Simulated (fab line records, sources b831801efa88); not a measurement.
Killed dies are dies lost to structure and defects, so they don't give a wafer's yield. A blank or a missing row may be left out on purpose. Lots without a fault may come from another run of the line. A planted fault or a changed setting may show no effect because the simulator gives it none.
Which tool did it? | flow sky130 | 12 lots, 36 wafers sampled, at 2 steps of a route of 708

WHAT THE GAUGES READ, wafer by wafer
SKY_LI_CONTACT_OVL_MEAS_13.
lot  | measured     | on         | LI_CONTACT_OVL (nm)
L075 | day 29 12:46 | overlay-02 | 0 4 0
L078 | day 29 18:46 | overlay-01 | -7 -3 0
L079 | day 30 11:32 | overlay-02 | -5 -5 -1
L081 | day 31 17:08 | overlay-02 | -3 -3 -4
L083 | day 31 21:47 | overlay-02 | 7 5 6
L085 | day 32 13:08 | overlay-01 | -2 -5 -5
L087 | day 33 05:28 | overlay-02 | 6 10 7
L089 | day 33 23:15 | overlay-01 | 10 11 6
L091 | day 34 18:17 | overlay-01 | 8 3 6
L093 | day 35 05:13 | overlay-02 | -2 0 4
L095 | day 35 18:59 | overlay-02 | 3 -1 1
L097 | day 36 18:17 | overlay-02 | -2 -5 -3

WHICH TOOL RAN EACH LOT (tool, then ch and the chambers of the sampled wafers, then the start)
lot  | SKY_LDD_N_STRIP_16
L075 | plasma_asher-03 ch 0,1, day 18 04:34
L078 | plasma_asher-02 ch 0,1, day 18 12:39
L079 | plasma_asher-03 ch 0,1, day 19 05:17
L081 | plasma_asher-03 ch 0,1, day 20 02:05
L083 | plasma_asher-03 ch 0,1, day 20 18:04
L085 | plasma_asher-03 ch 0,1, day 21 10:59
L087 | plasma_asher-04 ch 0,1, day 22 04:54
L089 | plasma_asher-03 ch 0,1, day 23 04:44
L091 | plasma_asher-02 ch 0,1, day 23 22:48
L093 | plasma_asher-03 ch 0, day 24 14:52
L095 | plasma_asher-02 ch 0,1, day 25 03:02
L097 | plasma_asher-02 ch 0,1, day 26 09:58
- SKY_LDD_N_STRIP_16: strips in O2/N2.

THE ANSWER, worked out from the rows above alone
Rule: what is usual is taken from the lots themselves. Put in order of their means at a reading, lots are off if they are a third of the lots or fewer, leave a main group of 4 or more, and stand apart from it by a gap of 3 or more times the standard deviation of the main group's means; of several such gaps the widest counts. A main group whose means are all the same, to the digits that the tables above print for the reading, isn't used. A lot without any number at a reading at which 4 lots or more have one is off too. The other lots that the step has rows for count as sound.
No lot is off at any reading shown: from this, nothing can be told.

WHAT THE SIMULATOR HAD PUT IN
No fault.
